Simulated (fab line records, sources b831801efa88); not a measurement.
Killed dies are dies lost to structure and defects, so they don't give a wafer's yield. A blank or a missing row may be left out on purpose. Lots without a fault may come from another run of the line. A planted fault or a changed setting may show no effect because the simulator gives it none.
fab line records | flow sky130
record lots=5 wafers=15 last_day=49
route steps=708 shown SD_P@322 RES_XHIGH@332 SD_N@342 SALICIDE@361 LI_CONTACT@362
lots that met no fault: from a run of the same line without faults
start_h: hours from the record's first day to the start of the lot's first wafer shown | wait_h: hours since the lot's step before | " the same as in the row above | L1.1+2: a row that stands for several wafers | - no value, or no start given | * or withheld: withheld | < > ~ a bound
route shown NAME@n: a module of which the file shows steps, and the number in the route of the first | usual: mean/standard deviation of fault-free wafers | same: alike in all rows | chamber/n: place in a boat | sites: the reading at each site | _std_site: their standard deviation | _edge_site: outer sites' mean less inner sites' | radius_mm: how far each site lies from the wafer's centre | mask NAME#n: copy n | behind: the tool/chamber that last shaped the wafer | hold: why the lot was held/for how many hours/how that ended | device: the transistor (n, p or np) that didn't switch | end of line: the same wafers' tests at the end of the route | a step without rows: its recipe alone | killed: dies lost to structure and defects at the first sort, not the wafer's yield | map: a wafer's dies, x killed, . not, _ none there
set.NAME: the setting as run; set.NAME@STEP: as run at that earlier step | model.NAME: the simulator's own value behind a step, which no gauge read
lots at some steps of the route; a table a step, a row a wafer
services: from which hour (start_h, from the record's first day; less than 0 if before it) a tool's chamber was out of use, for how many hours, and why
## steps
# step SKY_SD_P_COAT_02
# recipe resist=NOVOLAK spin_rpm=3000 resist_thk_nm=1140
# columns lot.wafer tool chamber start_h wait_h
L076.2+4+6 litho_track-02 0 592.73 0.1
L082.1+2+4 litho_track-03 0 645.04 0.1
L083.1+3+4 litho_track-04 0 653.01 0.1
L087.2+4+5 litho_track-02 0 715.04 0.1
L094.1+2+4 litho_track-03 0 732.29 0.1
# step SKY_SD_P_SOFTBAKE_03
# recipe temp_c=90 time_s=60 resist=NOVOLAK
# columns lot.wafer tool chamber start_h wait_h
L076.2+4+6 litho_track-02 0 592.88 0.1
L082.1+2+4 litho_track-03 0 645.19 0.1
L083.1+3+4 litho_track-04 0 653.16 0.1
L087.2+4+5 litho_track-02 0 715.19 0.1
L094.1+2+4 litho_track-03 0 732.44 0.1
# step SKY_SD_P_EXPOSE_04
# recipe mask_id=PSDM na=0.6 source_shape=conventional sigma_outer=0.6 polarization=unpolarized target_cd_nm=380 dose_mj=138
# columns lot.wafer tool chamber start_h wait_h mask
L076.2+4+6 iline_stepper-02 0 - - PSDM#0
L082.1+2+4 iline_stepper-02 0 - - PSDM#0
L083.1+3+4 iline_stepper-02 0 - - PSDM#0
L087.2+4+5 iline_stepper-01 0 - - PSDM#0
L094.1+2+4 iline_stepper-02 0 - - PSDM#0
# step SKY_SD_P_PEB_05
# recipe temp_c=withheld time_s=* resist=NOVOLAK
# columns lot.wafer tool chamber start_h wait_h
L076.2+4+6 litho_track-03 0 - -
L082.1+2+4 litho_track-03 0 - -
L083.1+3+4 litho_track-02 0 - -
L087.2+4+5 litho_track-02 0 - -
L094.1+2+4 litho_track-02 0 - -
# step SKY_SD_P_DEVELOP_06
# recipe resist=NOVOLAK developer=TMAH develop_time_s=60 dev_temp_c=23
# columns lot.wafer tool chamber start_h wait_h
L076.2+4+6 litho_track-03 0 607.32 0.1
L082.1+2+4 litho_track-03 0 659.04 0.1
L083.1+3+4 litho_track-02 0 666.41 0.1
L087.2+4+5 litho_track-02 0 729.59 0.1
L094.1+2+4 litho_track-02 0 745.46 0.1
# step SKY_SD_P_CD_MEAS_07
# recipe target_cd_nm=380
# usual cd_nm=379.0/2.9
# columns lot.wafer tool chamber start_h wait_h cd_nm
L076.2 cd_sem-02 - 607.46 0.1 379.8
L076.4 " - " " 377.6
L076.6 " - " " 378.7
L082.1 cd_sem-02 - 659.19 0.1 375.8
L082.2 " - " " 375.7
L082.4 " - " " 379.1
L083.1 cd_sem-02 - 666.56 0.1 382.3
L083.3 " - " " 381.7
L083.4 " - " " 382.8
L087.2 cd_sem-01 - 729.79 0.2 375.2
L087.4 " - " " 377.2
L087.5 " - " " 377.9
L094.1 cd_sem-01 - 745.63 0.1 376.1
L094.2 " - " " 373.6
L094.4 " - " " 375.1
# step SKY_SD_P_OVL_MEAS_08
# usual SD_P_OVL=-0.1/1.4
# columns lot.wafer tool chamber start_h wait_h SD_P_OVL[nm]
L076.2 overlay-02 - 607.57 0.1 -1.9
L076.4 " - " " -2.8
L076.6 " - " " -2.4
L082.1 overlay-01 - 659.31 0.1 1.3
L082.2 " - " " -0.3
L082.4 " - " " 1.0
L083.1 overlay-01 - 666.68 0.1 0.0
L083.3 " - " " 1.7
L083.4 " - " " 0.7
L087.2 overlay-01 - 729.90 0.1 0.2
L087.4 " - " " 2.2
L087.5 " - " " 1.9
L094.1 overlay-01 - 745.75 0.1 0.9
L094.2 " - " " -0.6
L094.4 " - " " 0.4
# step SKY_SD_P_IMPLANT_09
# recipe species=BF2 energy_kev=20 dose_cm2=3e+15 tilt_deg=0
# usual end_station_pressure_torr=1.42e-05/8.3e-07 faraday_current_uA=12120/400 tilt_deg=-0.002/0.02
# columns lot.wafer tool chamber start_h wait_h end_station_pressure_torr faraday_current_uA tilt_deg
L076.2 implanter-04 0 607.62 0.0 1.33e-05 12063 -0.032
L076.4 " 0 " " 1.47e-05 11749 0.012
L076.6 " 0 " " 1.4e-05 11710 -0.020
L082.1 implanter-02 0 659.35 0.0 1.53e-05 12080 -0.002
L082.2 " 0 " " 1.36e-05 12034 -0.034
L082.4 " 0 " " 1.55e-05 12170 0.007
L083.1 implanter-04 0 666.72 0.0 1.32e-05 11833 -0.031
L083.3 " 0 " " 1.45e-05 12068 -0.033
L083.4 " 0 " " 1.43e-05 11910 -0.037
L087.2 implanter-03 0 729.95 0.0 1.53e-05 12409 -0.037
L087.4 " 0 " " 1.47e-05 12360 -0.020
L087.5 " 0 " " 1.38e-05 12905 0.009
L094.1 implanter-03 0 745.78 0.0 1.36e-05 12618 -0.019
L094.2 " 0 " " 1.6e-05 12304 -0.025
L094.4 " 0 " " 1.64e-05 12161 0.011
# step SKY_SD_P_STRIP_10
# recipe chemistry=O2/N2 power_w=1400 pressure_mtorr=1500 platen_temp_c=withheld o2_flow_sccm=3000 n2_flow_sccm=300 overash_fraction=0.5
# usual drypump_motor_current_A=6.0/0.49 oes_product_au=0.617/0.0042 strip_time_to_endpoint_s=17.51/0.051
# columns lot.wafer tool chamber start_h wait_h drypump_motor_current_A oes_product_au rf_hours_counter_h strip_time_to_endpoint_s
L076.2 plasma_asher-03 1 607.75 0.1 5.7 0.615 79 17.57
L076.4 " 0 " " 5.7 0.616 - 17.57
L076.6 " 0 " " 5.7 0.620 - 17.61
L082.1 plasma_asher-02 0 659.50 0.1 6.8 0.624 23 17.46
L082.2 " 1 " " 5.7 0.611 23 17.50
L082.4 " 1 " " 5.8 0.623 - 17.50
L083.1 plasma_asher-04 1 666.87 0.1 5.4 0.621 93 17.51
L083.3 " 0 " " 6.1 0.616 - 17.50
L083.4 " 1 " " 5.4 0.619 - 17.53
L087.2 plasma_asher-03 0 730.08 0.1 5.7 0.615 88 17.49
L087.4 " 1 " " 5.7 0.617 - 17.46
L087.5 " 0 " " 5.7 0.612 - 17.53
L094.1 plasma_asher-03 1 745.93 0.1 5.7 0.617 90 17.59
L094.2 " 0 " " 5.7 0.614 90 17.52
L094.4 " 0 " " 5.7 0.618 - 17.56
# step SKY_SD_P_TW_MEAS_11
# usual SD_P_TW=2815/21
# columns lot.wafer tool chamber start_h wait_h SD_P_TW
L076.2 film_metro-01 - 607.86 0.1 2832
L076.4 " - " " 2854
L076.6 " - " " 2832
L082.1 film_metro-02 - 659.60 0.1 2776
L082.2 " - " " 2792
L082.4 " - " " 2762
L083.1 film_metro-02 - 666.97 0.1 2806
L083.3 " - " " 2775
L083.4 " - " " 2798
L087.2 film_metro-01 - 730.19 0.1 2782
L087.4 " - " " 2807
L087.5 " - " " 2813
L094.1 film_metro-03 - 746.03 0.1 2840
L094.2 " - " " 2846
L094.4 " - " " 2836
# step SKY_RES_XHIGH_DEHYDRATE_00
# recipe temp_c=200 time_s=60
# columns lot.wafer tool chamber start_h wait_h
L076.2+4+6 litho_track-01 0 622.04 14.2
L082.1+2+4 litho_track-04 0 671.61 12.0
L083.1+3+4 litho_track-01 0 678.51 11.5
L087.2+4+5 litho_track-03 0 742.47 12.3
L094.1+2+4 litho_track-04 0 759.36 13.3
# step SKY_RES_XHIGH_HMDS_01
# recipe prime_time_s=60 prime_temp_c=120
# same prime_time_s=60
# columns lot.wafer tool chamber start_h wait_h
L076.2+4+6 litho_track-01 0 622.19 0.1
L082.1+2+4 litho_track-04 0 671.76 0.1
L083.1+3+4 litho_track-01 0 678.66 0.1
L087.2+4+5 litho_track-03 0 742.62 0.1
L094.1+2+4 litho_track-04 0 759.51 0.1
# step SKY_RES_XHIGH_COAT_02
# recipe resist=NOVOLAK spin_rpm=3000 resist_thk_nm=1140
# columns lot.wafer tool chamber start_h wait_h
L076.2+4+6 litho_track-01 0 622.34 0.1
L082.1+2+4 litho_track-04 0 671.91 0.1
L083.1+3+4 litho_track-01 0 678.81 0.1
L087.2+4+5 litho_track-03 0 742.77 0.1
L094.1+2+4 litho_track-04 0 759.66 0.1
# step SKY_RES_XHIGH_SOFTBAKE_03
# recipe temp_c=90 time_s=60 resist=NOVOLAK
# columns lot.wafer tool chamber start_h wait_h
L076.2+4+6 litho_track-01 0 622.49 0.1
L082.1+2+4 litho_track-04 0 672.06 0.1
L083.1+3+4 litho_track-01 0 678.96 0.1
L087.2+4+5 litho_track-03 0 742.92 0.1
L094.1+2+4 litho_track-04 0 759.81 0.1
# step SKY_RES_XHIGH_EXPOSE_04
# recipe mask_id=URPM na=0.6 source_shape=conventional sigma_outer=0.6 polarization=unpolarized target_cd_nm=1270 dose_mj=140
# columns lot.wafer tool chamber start_h wait_h mask
L076.2+4+6 iline_stepper-01 0 - - URPM#0
L082.1+2+4 iline_stepper-01 0 - - URPM#0
L083.1+3+4 iline_stepper-01 0 - - URPM#0
L087.2+4+5 iline_stepper-01 0 - - URPM#0
L094.1+2+4 iline_stepper-02 0 - - URPM#0
# step SKY_RES_XHIGH_PEB_05
# recipe temp_c=withheld time_s=* resist=NOVOLAK
# columns lot.wafer tool chamber start_h wait_h
L076.2+4+6 litho_track-03 0 - -
L082.1+2+4 litho_track-03 0 - -
L083.1+3+4 litho_track-03 0 - -
L087.2+4+5 litho_track-04 0 - -
L094.1+2+4 litho_track-03 0 - -
# step SKY_RES_XHIGH_DEVELOP_06
# recipe resist=NOVOLAK developer=TMAH develop_time_s=60 dev_temp_c=23
# columns lot.wafer tool chamber start_h wait_h
L076.2+4+6 litho_track-03 0 636.57 0.1
L082.1+2+4 litho_track-03 0 686.04 0.1
L083.1+3+4 litho_track-03 0 694.19 0.1
L087.2+4+5 litho_track-04 0 757.18 0.1
L094.1+2+4 litho_track-03 0 772.94 0.1
# step SKY_RES_XHIGH_IMPLANT_07
# recipe species=BF2 energy_kev=20 dose_cm2=3.6e+14 tilt_deg=0
# usual end_station_pressure_torr=5.27e-06/2.7e-07 faraday_current_uA=562/39 tilt_deg=0.000/0.021
# columns lot.wafer tool chamber start_h wait_h end_station_pressure_torr faraday_current_uA tilt_deg
L076.2 implanter-01 0 636.72 0.1 5.76e-06 605 0.018
L076.4 " 0 " " 5.27e-06 607 0.006
L076.6 " 0 " " 5.34e-06 608 0.000
L082.1 implanter-02 0 686.19 0.1 4.95e-06 531 0.010
L082.2 " 0 " " 5.88e-06 518 -0.007
L082.4 " 0 " " 5.23e-06 530 0.031
L083.1 implanter-02 0 694.34 0.1 5.33e-06 528 -0.006
L083.3 " 0 " " 5.44e-06 506 -0.018
L083.4 " 0 " " 5.44e-06 536 -0.005
L087.2 implanter-01 0 757.33 0.1 5.26e-06 640 -0.034
L087.4 " 0 " " 5.35e-06 619 -0.028
L087.5 " 0 " " 5.08e-06 624 -0.016
L094.1 implanter-02 0 773.09 0.1 5.42e-06 540 0.011
L094.2 " 0 " " 5.22e-06 526 0.037
L094.4 " 0 " " 5.02e-06 525 -0.001
# step SKY_RES_XHIGH_STRIP_08
# recipe chemistry=O2/N2 power_w=1400 pressure_mtorr=1500 platen_temp_c=withheld o2_flow_sccm=3000 n2_flow_sccm=300 overash_fraction=0.5
# usual drypump_motor_current_A=5.9/0.52 oes_product_au=0.710/0.0043 strip_time_to_endpoint_s=14.30/0.051
# columns lot.wafer tool chamber start_h wait_h drypump_motor_current_A oes_product_au rf_hours_counter_h strip_time_to_endpoint_s
L076.2 plasma_asher-02 0 636.84 0.1 6.8 0.715 21 14.29
L076.4 " 0 " " 6.8 0.704 - 14.32
L076.6 " 0 " " 6.8 0.708 - 14.27
L082.1 plasma_asher-02 1 686.34 0.1 5.8 0.704 26 14.32
L082.2 " 0 " " 6.8 0.711 26 14.33
L082.4 " 1 " " 5.8 0.708 - 14.30
L083.1 plasma_asher-03 1 694.49 0.1 5.7 0.713 85 14.23
L083.3 " 1 " " 5.7 0.709 - 14.25
L083.4 " 0 " " 5.7 0.705 - 14.23
L087.2 plasma_asher-03 0 757.46 0.1 5.7 0.706 91 14.32
L087.4 " 1 " " 5.7 0.712 - 14.30
L087.5 " 1 " " 5.7 0.704 - 14.34
L094.1 plasma_asher-01 0 773.24 0.1 5.9 0.713 65 14.39
L094.2 " 1 " " 5.2 0.710 65 14.35
L094.4 " 1 " " 5.2 0.713 - 14.36
# step SKY_RES_XHIGH_TW_MEAS_09
# usual RES_XHIGH_TW=1635/11
# columns lot.wafer tool chamber start_h wait_h RES_XHIGH_TW
L076.2 film_metro-03 - 636.95 0.1 1642
L076.4 " - " " 1645
L076.6 " - " " 1647
L082.1 film_metro-02 - 686.44 0.1 1640
L082.2 " - " " 1631
L082.4 " - " " 1636
L083.1 film_metro-03 - 694.59 0.1 1647
L083.3 " - " " 1646
L083.4 " - " " 1646
L087.2 film_metro-01 - 757.57 0.1 1631
L087.4 " - " " 1638
L087.5 " - " " 1641
L094.1 film_metro-02 - 773.34 0.1 1631
L094.2 " - " " 1629
L094.4 " - " " 1625
# step SKY_SD_N_DEHYDRATE_00
# recipe temp_c=200 time_s=60
# columns lot.wafer tool chamber start_h wait_h
L076.2+4+6 litho_track-01 0 650.99 14.0
L082.1+2+4 litho_track-02 0 700.06 13.6
L083.1+3+4 litho_track-04 0 707.01 12.4
L087.2+4+5 litho_track-02 0 769.39 11.8
L094.1+2+4 litho_track-01 0 786.51 13.2
# step SKY_SD_N_HMDS_01
# recipe prime_time_s=60 prime_temp_c=120
# same prime_time_s=60
# columns lot.wafer tool chamber start_h wait_h
L076.2+4+6 litho_track-01 0 651.14 0.1
L082.1+2+4 litho_track-02 0 700.21 0.1
L083.1+3+4 litho_track-04 0 707.16 0.1
L087.2+4+5 litho_track-02 0 769.54 0.1
L094.1+2+4 litho_track-01 0 786.66 0.1
# step SKY_SD_N_COAT_02
# recipe resist=NOVOLAK spin_rpm=3000 resist_thk_nm=1140
# columns lot.wafer tool chamber start_h wait_h
L076.2+4+6 litho_track-01 0 651.29 0.1
L082.1+2+4 litho_track-02 0 700.36 0.1
L083.1+3+4 litho_track-04 0 707.31 0.1
L087.2+4+5 litho_track-02 0 769.69 0.1
L094.1+2+4 litho_track-01 0 786.81 0.1
# step SKY_SD_N_SOFTBAKE_03
# recipe temp_c=90 time_s=60 resist=NOVOLAK
# columns lot.wafer tool chamber start_h wait_h
L076.2+4+6 litho_track-01 0 651.44 0.1
L082.1+2+4 litho_track-02 0 700.51 0.1
L083.1+3+4 litho_track-04 0 707.46 0.1
L087.2+4+5 litho_track-02 0 769.84 0.1
L094.1+2+4 litho_track-01 0 786.96 0.1
# step SKY_SD_N_EXPOSE_04
# recipe mask_id=NSDM na=0.6 source_shape=conventional sigma_outer=0.6 polarization=unpolarized target_cd_nm=380 dose_mj=141
# columns lot.wafer tool chamber start_h wait_h mask
L076.2+4+6 iline_stepper-01 0 - - NSDM#0
L082.1+2+4 iline_stepper-01 0 - - NSDM#0
L083.1+3+4 iline_stepper-01 0 - - NSDM#0
L087.2+4+5 iline_stepper-01 0 - - NSDM#0
L094.1+2+4 iline_stepper-01 0 - - NSDM#0
# step SKY_SD_N_PEB_05
# recipe temp_c=withheld time_s=* resist=NOVOLAK
# columns lot.wafer tool chamber start_h wait_h
L076.2+4+6 litho_track-04 0 - -
L082.1+2+4 litho_track-04 0 - -
L083.1+3+4 litho_track-02 0 - -
L087.2+4+5 litho_track-04 0 - -
L094.1+2+4 litho_track-02 0 - -
# step SKY_SD_N_DEVELOP_06
# recipe resist=NOVOLAK developer=TMAH develop_time_s=60 dev_temp_c=23
# columns lot.wafer tool chamber start_h wait_h
L076.2+4+6 litho_track-04 0 664.53 0.1
L082.1+2+4 litho_track-04 0 713.46 0.1
L083.1+3+4 litho_track-02 0 721.56 0.1
L087.2+4+5 litho_track-04 0 783.53 0.1
L094.1+2+4 litho_track-02 0 799.61 0.1
# step SKY_SD_N_CD_MEAS_07
# recipe target_cd_nm=380
# usual cd_nm=379.3/2.3
# columns lot.wafer tool chamber start_h wait_h cd_nm
L076.2 cd_sem-01 - 664.68 0.1 378.8
L076.4 " - " " 379.3
L076.6 " - " " 377.7
L082.1 cd_sem-01 - 713.61 0.1 377.3
L082.2 " - " " 376.5
L082.4 " - " " 377.4
L083.1 cd_sem-01 - 721.71 0.1 380.0
L083.3 " - " " 379.6
L083.4 " - " " 376.9
L087.2 cd_sem-02 - 783.68 0.1 379.8
L087.4 " - " " 379.0
L087.5 " - " " 378.7
L094.1 cd_sem-01 - 799.76 0.1 381.0
L094.2 " - " " 381.5
L094.4 " - " " 380.1
# step SKY_SD_N_OVL_MEAS_08
# usual SD_N_OVL=0.3/1.5
# columns lot.wafer tool chamber start_h wait_h SD_N_OVL[nm]
L076.2 overlay-01 - 664.78 0.1 2.9
L076.4 " - " " 1.9
L076.6 " - " " 2.0
L082.1 overlay-01 - 713.73 0.1 -1.1
L082.2 " - " " -1.2
L082.4 " - " " -3.6
L083.1 overlay-01 - 721.83 0.1 -2.0
L083.3 " - " " -2.6
L083.4 " - " " -1.3
L087.2 overlay-02 - 783.78 0.1 0.0
L087.4 " - " " 1.1
L087.5 " - " " 0.1
L094.1 overlay-02 - 799.88 0.1 1.3
L094.2 " - " " -0.3
L094.4 " - " " -1.3
# step SKY_SD_N_IMPLANT_09
# recipe species=As energy_kev=50 dose_cm2=4e+15 tilt_deg=0
# usual end_station_pressure_torr=1.39e-05/1.3e-06 faraday_current_uA=12592/1000 tilt_deg=0.001/0.021
# columns lot.wafer tool chamber start_h wait_h end_station_pressure_torr faraday_current_uA tilt_deg
L076.2 implanter-04 0 664.84 0.0 1.22e-05 12038 -0.002
L076.4 " 0 " " 1.23e-05 11432 -0.007
L076.6 " 0 " " 1.35e-05 11640 0.002
L082.1 implanter-04 0 713.76 0.0 1.28e-05 11662 -0.002
L082.2 " 0 " " 1.34e-05 11715 -0.004
L082.4 " 0 " " 1.35e-05 11978 -0.010
L083.1 implanter-02 0 721.87 0.0 1.24e-05 11939 0.009
L083.3 " 0 " " 1.36e-05 11986 0.008
L083.4 " 0 " " 1.34e-05 12013 -0.009
L087.2 implanter-02 0 783.84 0.0 1.29e-05 12139 -0.037
L087.4 " 0 " " 1.33e-05 11734 0.004
L087.5 " 0 " " 1.38e-05 12170 -0.009
L094.1 implanter-04 0 799.92 0.0 1.36e-05 11932 -0.023
L094.2 " 0 " " 1.24e-05 12020 -0.003
L094.4 " 0 " " 1.4e-05 11895 -0.022
# step SKY_SD_N_IMPLANT_10
# recipe species=P energy_kev=20 dose_cm2=1e+14 tilt_deg=0
# usual end_station_pressure_torr=5.43e-06/2.9e-07 faraday_current_uA=537/23 tilt_deg=0.000/0.022
# columns lot.wafer tool chamber start_h wait_h end_station_pressure_torr faraday_current_uA tilt_deg
L076.2 implanter-04 0 664.99 0.1 5.46e-06 506 -0.030
L076.4 " 0 " " 5.43e-06 507 0.005
L076.6 " 0 " " 4.96e-06 532 -0.008
L082.1 implanter-04 0 713.91 0.1 5.32e-06 516 -0.005
L082.2 " 0 " " 5.65e-06 539 -0.020
L082.4 " 0 " " 5.76e-06 493 -0.032
L083.1 implanter-02 0 722.02 0.1 5.1e-06 529 0.009
L083.3 " 0 " " 5.44e-06 548 0.016
L083.4 " 0 " " 5.9e-06 524 0.026
L087.2 implanter-02 0 783.99 0.1 5.16e-06 530 0.007
L087.4 " 0 " " 5.43e-06 534 0.016
L087.5 " 0 " " 5.44e-06 522 0.015
L094.1 implanter-04 0 800.07 0.1 5.57e-06 512 -0.004
L094.2 " 0 " " 5.54e-06 514 -0.017
L094.4 " 0 " " 5.57e-06 531 0.011
# step SKY_SD_N_STRIP_11
# recipe chemistry=O2/N2 power_w=1400 pressure_mtorr=1500 platen_temp_c=withheld o2_flow_sccm=3000 n2_flow_sccm=300 overash_fraction=0.5
# usual drypump_motor_current_A=5.9/0.55 oes_product_au=0.528/0.0045 strip_time_to_endpoint_s=22.55/0.048
# columns lot.wafer tool chamber start_h wait_h drypump_motor_current_A oes_product_au rf_hours_counter_h strip_time_to_endpoint_s
L076.2 plasma_asher-01 0 665.11 0.1 5.9 0.534 54 22.54
L076.4 " 1 " " 5.2 0.521 - 22.52
L076.6 " 1 " " 5.2 0.519 - 22.51
L082.1 plasma_asher-02 1 714.06 0.1 5.7 0.519 28 22.57
L082.2 " 0 " " 6.8 0.531 28 22.55
L082.4 " 1 " " 5.8 0.526 - 22.55
L083.1 plasma_asher-02 1 722.17 0.1 5.7 0.532 29 22.52
L083.3 " 1 " " 5.8 0.526 - 22.56
L083.4 " 0 " " 6.8 0.520 - 22.55
L087.2 plasma_asher-04 1 784.11 0.1 5.5 0.528 4 22.61
L087.4 " 1 " " 5.4 0.531 - 22.63
L087.5 " 1 " " 5.5 0.527 - 22.65
L094.1 plasma_asher-02 1 800.22 0.1 5.7 0.530 37 22.51
L094.2 " 0 " " 6.9 0.528 37 22.54
L094.4 " 0 " " 6.8 0.524 - 22.52
# step SKY_SD_N_TW_MEAS_12
# usual SD_N_TW=3979/31
# columns lot.wafer tool chamber start_h wait_h SD_N_TW
L076.2 film_metro-02 - 665.22 0.1 3918
L076.4 " - " " 3945
L076.6 " - " " 3949
L082.1 film_metro-03 - 714.16 0.1 4005
L082.2 " - " " 3988
L082.4 " - " " 4008
L083.1 film_metro-02 - 722.27 0.1 3948
L083.3 " - " " 3955
L083.4 " - " " 3951
L087.2 film_metro-03 - 784.22 0.1 4017
L087.4 " - " " 4039
L087.5 " - " " 4035
L094.1 film_metro-02 - 800.32 0.1 3957
L094.2 " - " " 3952
L094.4 " - " " 3978
# step SKY_SD_N_CLEAN_13
# recipe chemistry=SC1/SC2 mix=1:4:20 temp_c=70 time_s=150 dry=n2_spin
# usual bath_heat_duty_pct=13.4/1.4
# columns lot.wafer tool chamber start_h wait_h bath_heat_duty_pct
L076.2 wet_bench-03 2 665.27 0.0 12.6
L076.4 " 2 " " 13.0
L076.6 " 2 " " 12.9
L082.1 wet_bench-03 2 714.22 0.1 12.8
L082.2 " 2 " " 12.2
L082.4 " 2 " " 12.7
L083.1 wet_bench-03 3 722.33 0.1 14.0
L083.3 " 3 " " 15.3
L083.4 " 3 " " 15.5
L087.2 wet_bench-03 0 784.27 0.0 17.8
L087.4 " 0 " " 16.2
L087.5 " 0 " " 16.5
L094.1 wet_bench-01 0 800.38 0.1 12.0
L094.2 " 0 " " 12.8
L094.4 " 0 " " 12.7
# step SKY_SD_N_RTA_14
# recipe temp_c=1075 time_s=2 idle_temp_c=650 ramp_up_c_per_s=150 ramp_down_c_per_s=90 ambient=N2
# usual lamp_power_pct=15.73/0.056 ramp_down_c_per_s=90.000/0.016 wafer_temp_C_max=1078.0/1.5
# columns lot.wafer tool chamber start_h wait_h lamp_power_pct ramp_down_c_per_s wafer_temp_C_max
L076.2 rtp_anneal-02 0 665.33 0.0 15.67 89.979 1076.2
L076.4 " 0 " " 15.77 90.006 1077.9
L076.6 " 0 " " 15.72 90.004 1077.5
L082.1 rtp_anneal-02 0 714.27 0.0 15.74 89.985 1078.3
L082.2 " 0 " " 15.82 89.956 1076.8
L082.4 " 0 " " 15.68 89.968 1077.2
L083.1 rtp_anneal-01 0 722.38 0.0 15.76 90.003 1077.3
L083.3 " 0 " " 15.77 89.988 1078.9
L083.4 " 0 " " 15.77 90.017 1079.0
L087.2 rtp_anneal-02 0 784.33 0.0 15.74 89.998 1076.1
L087.4 " 0 " " 15.66 89.997 1081.7
L087.5 " 0 " " 15.63 90.006 1079.9
L094.1 rtp_anneal-02 0 800.43 0.0 15.71 89.970 1077.0
L094.2 " 0 " " 15.84 90.002 1078.1
L094.4 " 0 " " 15.77 89.980 1077.2
# step SKY_SD_N_RS_MEAS_16
# recipe thk_meas_gauge=four-point-probe
# usual SD_N_RS=68.53/0.1
# columns lot.wafer tool chamber start_h wait_h SD_N_RS[ohm/sq]
L076.2 film_metro-01 - 665.52 0.1 68.54
L076.4 " - " " 68.38
L076.6 " - " " 68.22
L082.1 film_metro-02 - 714.45 0.1 68.50
L082.2 " - " " 68.58
L082.4 " - " " 68.41
L083.1 film_metro-02 - 722.55 0.1 68.62
L083.3 " - " " 68.47
L083.4 " - " " 68.42
L087.2 film_metro-02 - 784.52 0.1 68.64
L087.4 " - " " 68.56
L087.5 " - " " 68.59
L094.1 film_metro-03 - 800.60 0.1 68.49
L094.2 " - " " 68.49
L094.4 " - " " 68.29
# step SKY_SD_N_RS_MEAS_17
# recipe thk_meas_gauge=four-point-probe
# usual SD_P_RS=147.1/0.39
# columns lot.wafer tool chamber start_h wait_h SD_P_RS[ohm/sq]
L076.2 film_metro-01 - 665.64 0.1 147.2
L076.4 " - " " 146.8
L076.6 " - " " 146.9
L082.1 film_metro-02 - 714.57 0.1 146.8
L082.2 " - " " 146.4
L082.4 " - " " 146.9
L083.1 film_metro-02 - 722.67 0.1 147.2
L083.3 " - " " 147.2
L083.4 " - " " 147.3
L087.2 film_metro-02 - 784.64 0.1 148.2
L087.4 " - " " 147.4
L087.5 " - " " 147.4
L094.1 film_metro-03 - 800.72 0.1 146.6
L094.2 " - " " 146.8
L094.4 " - " " 146.1
# step SKY_SD_N_RS_MEAS_18
# recipe thk_meas_gauge=four-point-probe
# usual RES_XHIGH_RS=333.3/1.1
# columns lot.wafer tool chamber start_h wait_h RES_XHIGH_RS[ohm/sq]
L076.2 film_metro-01 - 665.76 0.1 330.9
L076.4 " - " " 332.7
L076.6 " - " " 331.5
L082.1 film_metro-02 - 714.69 0.1 332.9
L082.2 " - " " 332.7
L082.4 " - " " 332.8
L083.1 film_metro-02 - 722.79 0.1 333.2
L083.3 " - " " 334.4
L083.4 " - " " 334.3
L087.2 film_metro-02 - 784.76 0.1 334.6
L087.4 " - " " 334.0
L087.5 " - " " 333.0
L094.1 film_metro-03 - 800.84 0.1 332.7
L094.2 " - " " 333.3
L094.4 " - " " 332.8
# step SKY_SALICIDE_CLEAN_00
# recipe chemistry=HF-last time_s=30 dilution=100:1 dry=ipa_marangoni
# columns lot.wafer tool chamber start_h wait_h
L076.2+4+6 wet_bench-04 1 665.86 0.1
L082.1+2+4 wet_bench-02 1 714.81 0.1
L083.1+3+4 wet_bench-02 1 722.91 0.1
L087.2+4+5 wet_bench-02 0 784.86 0.1
L094.1+2+4 wet_bench-02 1 800.96 0.1
# step SKY_LI_CONTACT_HDPCVD_00
# recipe material=PSG target_thk_nm=930 sigma_open_frac=0.3 time_s=155 temp_c=600 sih4_flow_sccm=60 pressure_mtorr=6
# usual susceptor_temp_C=600.04/0.29
# columns lot.wafer tool chamber start_h wait_h susceptor_temp_C
L076.2 hdpcvd-01 1 665.87 0.0 600.49
L076.4 " 2 " " 600.09
L076.6 " 1 " " 599.95
L082.1 hdpcvd-02 1 714.82 0.0 599.83
L082.2 " 0 " " 600.01
L082.4 " 1 " " 599.93
L083.1 hdpcvd-02 0 722.93 0.0 600.54
L083.3 " 0 " " 600.54
L083.4 " 1 " " 600.21
L087.2 hdpcvd-02 1 784.88 0.0 599.79
L087.4 " 2 " " 600.22
L087.5 " 2 " " 600.26
L094.1 hdpcvd-01 1 800.98 0.0 600.13
L094.2 " 2 " " 599.99
L094.4 " 2 " " 599.94
# step SKY_LI_CONTACT_THK_MEAS_01
# recipe reads=PSG_of_LI_CONTACT_HDPCVD_00
# usual LI_CONTACT_HDPCVD_THK=931/13
# columns lot.wafer tool chamber start_h wait_h LI_CONTACT_HDPCVD_THK[nm]
L076.2 film_metro-03 - 665.99 0.1 926
L076.4 " - " " 933
L076.6 " - " " 920
L082.1 film_metro-03 - 714.98 0.1 918
L082.2 " - " " 933
L082.4 " - " " 917
L083.1 film_metro-01 - 723.08 0.1 957
L083.3 " - " " 938
L083.4 " - " " 927
L087.2 film_metro-03 - 785.04 0.1 927
L087.4 " - " " 918
L087.5 " - " " 925
L094.1 film_metro-02 - 801.08 0.1 925
L094.2 " - " " 933
L094.4 " - " " 929
## services
# columns tool chamber start_h hours kind
iline_stepper-02 - 577.54 2.1 pm
implanter-04 - 580.65 23.3 pm
implanter-02 - 591.40 1.3 repair
wet_bench-03 - 601.71 2.6 repair
implanter-02 - 601.75 15.9 pm
wet_bench-02 - 603.97 1.9 repair
iline_stepper-01 - 606.53 1.7 pm
implanter-04 - 620.14 3.5 repair
plasma_asher-03 - 620.85 22.9 repair
implanter-02 - 647.26 3.8 pm
implanter-04 - 651.36 3.8 repair
implanter-04 - 673.70 2.5 repair
hdpcvd-02 - 686.82 0.7 repair
plasma_asher-03 - 688.47 2.8 pm
implanter-02 - 727.88 1.7 repair
implanter-02 - 743.02 5.9 repair
plasma_asher-02 - 750.00 4.3 pm
iline_stepper-02 - 757.67 1.7 pm
implanter-02 - 761.24 3.4 repair
wet_bench-03 - 764.39 1.9 pm
implanter-04 - 766.78 1.6 repair
implanter-04 - 770.41 2.8 repair
implanter-04 - 781.44 4.6 repair
iline_stepper-02 - 783.06 0.6 repair
## key
fault none
